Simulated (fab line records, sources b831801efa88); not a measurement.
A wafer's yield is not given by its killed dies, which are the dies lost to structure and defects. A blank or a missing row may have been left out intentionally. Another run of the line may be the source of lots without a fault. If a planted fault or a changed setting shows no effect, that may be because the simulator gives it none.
8D (eight disciplines) problem report, filled in by code || flow sfqLine || the parts of the form that need people (team, actions taken, sign-off) are left out

## 1. PROBLEM STATEMENT
Mean of runLengthS at SFQ_TRILAYER_R5_BARC_OPEN_METAL_ETCH_177: 93.2 s across 5 wafers in 2 lots; on wafers with no fault it is 70.1 s (standard deviation 0.47). Relative to the usual mean, that is a shift of +49 standard deviations.
The step: etches BARC in O2, target depth 125 nm, time 41.7 s.
The first sign was on wafer L905.3 at day 67 03:46, on rieMetal-02. The record holds 41 wafers of 14 lots with a number at this step. Rule for "out" (also "out of limits"): further than 4 standard deviations from the usual mean. The rest of the wafers with a number are treated as sound.

## 2. WHAT IT IS; WHAT IT IS NOT
{"question": "which readings at this step", "is": "runLengthS, oesProductAu", "is not": "drypumpMotorCurrentA"}
{"question": "which lots", "is": "L905, L908", "is not": "L893, L895, L896, L897, L898, L899, L900, L902, L913, L914, L915, L916"}
{"question": "which wafers of those lots", "is": "all that have a number", "is not": "-"}
{"question": "read on which tools", "is": "rieMetal-02", "is not": "rieMetal-03, rieMetal-04"}
{"question": "when", "is": "from day 67 03:46", "is not": "up to then (24 sound wafers); but 12 sound wafers of L913, L914, L915, L916 came after"}

## 3. SUSPECTS, AND WHAT RULES EACH OUT
Counting: a tool at any process step up to the reading remains a suspect when it ran all the lots that are out and ran no sound lot after the first of those.
- rieMetal-02 at SFQ_TRILAYER_R5_BARC_OPEN_METAL_ETCH_177 (etches BARC in O2, target depth 125 nm, time 41.7 s): kept. Every lot that is out went through it, starting with L905 (day 67 03:46), and after that it ran no sound lot; the last sound lot it ran before then is L900 (day 66 15:45). On those wafers its own readings are out: oesProductAu, runLengthS.
After counting, what remains is rieMetal-02 at SFQ_TRILAYER_R5_BARC_OPEN_METAL_ETCH_177.

## 4. THE CAUSE (what the simulator had put in)
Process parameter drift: rieMetal-02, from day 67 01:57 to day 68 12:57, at SFQ_TRILAYER_R5_BARC_OPEN_METAL_ETCH_177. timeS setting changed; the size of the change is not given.
This tool alone remained once counting was done.

## 5. THE CHAIN OF EFFECTS, in route order
One row per reading whose mean, taken over the struck wafers that have a number, lies over 3 standard deviations from the usual. Only readings whose record carries a usual standard deviation are examined. hours: median over the lots of the time between each lot's start at the first step of this table that gives one and its start at this step. sigmas: the change, counted in usual standard deviations.
{"hours": 0, "step": "SFQ_TRILAYER_R5_BARC_OPEN_METAL_ETCH_177", "reading": "oesProductAu", "usual": "0.685 a.u.", "on struck wafers": 0.578, "change": -0.107, "sigmas": -22}
{"hours": 0, "step": "SFQ_TRILAYER_R5_BARC_OPEN_METAL_ETCH_177", "reading": "runLengthS", "usual": "70.1 s", "on struck wafers": 93.2, "change": "+23.1", "sigmas": "+49"}
Process steps it contains:
- SFQ_TRILAYER_R5_BARC_OPEN_METAL_ETCH_177: etches BARC in O2, target depth 125 nm, time 41.7 s.
Later steps that measure or inspect, where all struck wafers having a row at the step show a number for every such reading and not one has moved that far: SFQ_I6_OVL_MEAS_942.

## 6. HOW IT WOULD HAVE BEEN CAUGHT EARLIER
2 hours passed between the start of the fault at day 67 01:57 and the first reading out of limits in this record, taken at day 67 03:46.
